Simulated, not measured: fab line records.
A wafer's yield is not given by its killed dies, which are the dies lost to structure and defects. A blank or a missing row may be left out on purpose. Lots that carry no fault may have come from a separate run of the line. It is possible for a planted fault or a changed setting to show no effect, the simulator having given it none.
Comparing a struck lot with a sound one || flow sky130 || 23 out of 708 route steps
Sound: these wafers, L316.2, L316.4, L316.6. Wafers struck: L332.2, L332.4, L332.6. At the end, the cause is stated.
Per side, at each step with rows, come the tool, then ch with its chambers, and then its first start. Under that, the readings that differ: sound wafers || struck wafers || difference of the means || sigmas: that difference in standard deviations of wafers without a fault.
alike: a reading whose means differ by less than 2 such deviations, as well as words and numbers matching on both sides. not compared: withheld readings; readings where some wafer has no value; bounds like >300 that might hide an equal value; numbers whose values overlap and for which the record gives no deviation.
A row with sigmas, a row that says differs or no value, or rows on one side alone: a step with any of these is where the two part. Numbers that don't overlap but have no deviation are shown without sigmas and don't part them. Lack of a reading on every wafer of one side parts them only where that side has two or more wafers.

first, 5 steps without rows for these wafers: SKY_VT_ADJUST_NCORE_COAT_02 (resist thk 1134 nm); SKY_VT_ADJUST_NCORE_SOFTBAKE_03 (time 60 s); SKY_VT_ADJUST_NCORE_EXPOSE_04 (exposes mask LVTN COMPLEMENT THIN, target cd 380 nm); SKY_VT_ADJUST_NCORE_PEB_05; SKY_VT_ADJUST_NCORE_DEVELOP_06 (develop time 60 s).
SKY_VT_ADJUST_NCORE_CD_MEAS_07: the cd target is 380 nm.
  sound on cd sem-02, day 9 04:54; struck on cd sem-02, day 13 22:18
  alike: cd nm
SKY_VT_ADJUST_NCORE_OVL_MEAS_08:
  sound on overlay-01, day 9 05:01; struck on overlay-02, day 13 22:25
  alike: VT_ADJUST_NCORE_OVL
next, for these wafers, 1 step has no rows: SKY_VT_ADJUST_NCORE_IMPLANT_09.
SKY_VT_ADJUST_NCORE_STRIP_10: strips in O2/N2.
  sound on plasma asher-04 ch 0,1, day 9 05:11; struck on plasma asher-02 ch 0,1, day 13 22:35
  alike: drypump motor current A, oes product au, strip time to endpoint s
  not compared: rf hours counter h
SKY_VT_ADJUST_NCORE_TW_MEAS_11:
  sound on film metro-03, day 9 05:18; struck on film metro-02, day 13 22:42
  alike: VT_ADJUST_NCORE_TW
then, 2 steps without rows for these wafers: SKY_VT_ADJUST_HVTR_DEHYDRATE_00 (time 60 s); SKY_VT_ADJUST_HVTR_HMDS_01 (prime time 60 s).
SKY_VT_ADJUST_HVTR_COAT_02: resist thk 1140 nm.
  sound on litho track-02 ch 0, day 9 15:49; struck on litho track-02 ch 0, day 14 11:04
{"reading": "spin speed rpm (rpm)", "sound": "2996.1 3000.0 2997.3", "struck": "3138.9 3140.3 3140.3", "difference": "+142.0", "sigmas": "+75"}
{"reading": "model.NOVOLAK_of_VT_ADJUST_HVTR_COAT_02.thk nm (nm)", "sound": "1138 1141 1141", "struck": "1117 1116 1116", "difference": -24, "sigmas": ""}
then, 3 steps without rows for these wafers: SKY_VT_ADJUST_HVTR_SOFTBAKE_03 (time 60 s); SKY_VT_ADJUST_HVTR_EXPOSE_04 (exposes mask HVTRM, target cd 380 nm); SKY_VT_ADJUST_HVTR_PEB_05.
SKY_VT_ADJUST_HVTR_DEVELOP_06: develop time 60 s.
  sound on litho track-04 ch 0, day 9 22:35; struck on litho track-02 ch 0, day 15 01:22
{"reading": "model.NOVOLAK_of_VT_ADJUST_HVTR_COAT_02.thk nm (nm)", "sound": "1137 1140 1140", "struck": "1116 1115 1115", "difference": -24, "sigmas": ""}
SKY_VT_ADJUST_HVTR_CD_MEAS_07: the cd target is 380 nm.
  sound on cd sem-01, day 9 22:44; struck on cd sem-01, day 15 01:30
{"reading": "cd nm (nm)", "sound": "380.0 383.0 381.5", "struck": "387.6 385.9 386.3", "difference": "+5.1", "sigmas": "+2"}
SKY_VT_ADJUST_HVTR_OVL_MEAS_08:
  sound on overlay-01, day 9 22:50; struck on overlay-01, day 15 01:37
  alike: VT_ADJUST_HVTR_OVL
next, for these wafers, 1 step has no rows: SKY_VT_ADJUST_HVTR_IMPLANT_09.
SKY_VT_ADJUST_HVTR_STRIP_10: strips in O2/N2.
  sound on plasma asher-02 ch 0, day 9 23:50; struck on plasma asher-04 ch 0, day 15 01:47
{"reading": "drypump motor current A (A)", "sound": "6.3 6.3 6.3", "struck": "5.2 5.2 5.2", "difference": -1.1, "sigmas": -2}
{"reading": "strip time to endpoint s (s)", "sound": "14.16 14.19 14.18", "struck": "13.90 13.90 13.89", "difference": -0.28, "sigmas": -7}
  alike: oes product au
  not compared: rf hours counter h
SKY_VT_ADJUST_HVTR_TW_MEAS_11:
  sound on film metro-02, day 9 23:57; struck on film metro-04, day 15 01:54
{"reading": "VT_ADJUST_HVTR_TW", "sound": "212.0 211.8 212.4", "struck": "206.6 207.3 208.3", "difference": -4.7, "sigmas": -2}
next, for these wafers, 1 step has no rows: SKY_PAD_OPEN_PROBE_99.

WHERE THEY PART
Last at SKY_VT_ADJUST_HVTR_TW_MEAS_11 as far as this record goes, first at SKY_VT_ADJUST_HVTR_COAT_02.

WHY: the cause the simulator had injected
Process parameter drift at SKY_VT_ADJUST_HVTR_COAT_02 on litho track-02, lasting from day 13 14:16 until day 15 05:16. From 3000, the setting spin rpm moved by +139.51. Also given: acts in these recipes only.
